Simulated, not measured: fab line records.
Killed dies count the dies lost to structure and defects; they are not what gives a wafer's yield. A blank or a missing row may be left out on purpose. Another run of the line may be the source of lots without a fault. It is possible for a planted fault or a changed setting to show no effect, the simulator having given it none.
A lot that was struck, set against a sound lot -- flow sfq-line -- 18 steps out of a route of 325
Sound: wafers L971.1, L971.3, L971.4. Struck: wafer L978.3 (left out: L978.4, a lot-mate that was not struck); the cause follows at the end.
Per side, at each step with rows, come the tool, then ch with its chambers, and then its first start. Under that, the readings that differ: sound wafers -- struck wafers -- difference of the means -- sigmas: that difference in standard deviations of wafers without a fault.
alike: same words and numbers on both sides, and readings whose means sit less than 2 such deviations apart. not compared: any withheld reading, any reading some wafer has no value for, any bound like >300 that may hide the same value, and any number with overlapping values for which the record gives no deviation.
A row with sigmas, a row that says differs or no value, or rows on one side alone: a step with any of these is where the two part. When numbers do not overlap yet have no deviation, they are printed without sigmas and do not part them. Lack of a reading on every wafer of one side parts them only where that side has two or more wafers.

SFQ_TRILAYER_M4_BARC_OPEN_METAL_ETCH_123: etches BARC in O2, target depth 125 nm, time 41.7 s.
  sound on rie-metal-03 ch 0,1, day 52 09:41; struck on rie-metal-03 ch 1, day 53 23:28
  alike: drypump-motor-current-A, oes-product-au
  not compared: rf-hours-counter-h
SFQ_TRILAYER_M4_ETCH_METAL_ETCH_096: etches Nb in Cl2/Ar, stops on SiO2, target depth 240 nm, time 120 s.
  sound on rie-metal-03 ch 0,1, day 52 09:44; struck on rie-metal-03 ch 1, day 53 23:33
  alike: drypump-motor-current-A, oes-product-au
  not compared: rf-hours-counter-h
SFQ_TRILAYER_M4_STRIP_STRIP_097: strips in O2.
  sound on rie-metal-03 ch 0,1, day 52 09:52; struck on rie-metal-03 ch 1, day 53 23:50
  alike: drypump-motor-current-A, oes-product-au
  not compared: rf-hours-counter-h
then, 3 steps without rows for these wafers: SFQ_TRILAYER_M4_STRIP_SOLV_CLEAN_098 (cleans in NMP, time 600 s); SFQ_TRILAYER_I4_DEP_PECVD_099 (deposits SiO2 from SiH4/N2O, time 111.11 s, target thk 500 nm); SFQ_TRILAYER_I4_CMP_CMP_100 (polishes SiO2).
SFQ_I4_BOW_MEAS_927:
  sound on film-metro-01, day 52 13:43; struck on film-metro-04, day 54 08:30
  alike: I4_BOW
SFQ_TRILAYER_I4_METRO_MEASURE_101:
  sound on film-metro-01, day 52 13:50; struck on film-metro-04, day 54 08:59
  alike: thk-nm
then, 4 steps without rows for these wafers: SFQ_TRILAYER_I4_VIA_LITHO_COAT_108 (resist thk 62 nm); SFQ_TRILAYER_I4_VIA_LITHO_COAT_103 (resist thk 650 nm); SFQ_TRILAYER_I4_VIA_LITHO_SOFTBAKE_107; SFQ_TRILAYER_I4_VIA_LITHO_EXPOSE_104 (exposes mask I4, target cd 700 nm).
SFQ_TRILAYER_I4_VIA_LITHO_PEB_106: peb time 60 s.
  sound on litho-track-01 ch 0, day 52 17:58; struck on litho-track-02 ch 0, day 55 01:34
reading,sound,struck,difference,sigmas
heater-power-total-W (W),79.19 79.26 79.26,82.82,+3.58,+52
then, 1 step without rows for these wafers: SFQ_TRILAYER_I4_VIA_LITHO_DEVELOP_105 (time 60 s).
SFQ_I4_OVL_MEAS_928:
  sound on overlay-01, day 52 18:16; struck on overlay-01, day 55 01:50
  alike: I4_OVL
SFQ_TRILAYER_I4_VIA_BARC_OPEN_VIA_ETCH_146: etches BARC in O2, target depth 125 nm, time 41.7 s.
  sound on rie-diel-03 ch 0,2,3, day 52 18:19; struck on rie-diel-04 ch 0, day 55 01:51
reading,sound,struck,difference,sigmas
rf-hours-counter-h (h),13 8 6,4,-5,
model.I4.cd-nm (nm),697.5 700.7 697.9,680,-19,
  alike: drypump-motor-current-A, oes-product-au
SFQ_TRILAYER_I4_VIA_ETCH_VIA_ETCH_106: etches SiO2 in CHF3, stops on Nb, target depth 260 nm.
  sound on rie-diel-03 ch 0,2,3, day 52 18:21; struck on rie-diel-04 ch 0, day 55 01:53
reading,sound,struck,difference,sigmas
model.I4.cd-nm (nm),701.8 703.1 697.3,679.2,-21.5,
  alike: drypump-motor-current-A, oes-product-au
SFQ_TRILAYER_I4_VIA_STRIP_STRIP_107: strips in O2.
  sound on rie-metal-03 ch 0,1, day 52 18:28; struck on rie-metal-03 ch 0, day 55 02:16
  alike: drypump-motor-current-A, oes-product-au
  not compared: rf-hours-counter-h

## WHERE THEY PART
Only at SFQ_TRILAYER_I4_VIA_LITHO_PEB_106, as far as this record shows. Later steps at which nothing parts them and some readings are alike: SFQ_I4_OVL_MEAS_928, SFQ_TRILAYER_I4_VIA_BARC_OPEN_VIA_ETCH_146, SFQ_TRILAYER_I4_VIA_ETCH_VIA_ETCH_106, SFQ_TRILAYER_I4_VIA_STRIP_STRIP_107.

WHY: what had been put in by the simulator
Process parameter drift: litho-track-02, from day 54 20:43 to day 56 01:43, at SFQ_TRILAYER_I4_VIA_LITHO_PEB_106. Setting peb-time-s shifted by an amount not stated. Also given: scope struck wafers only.
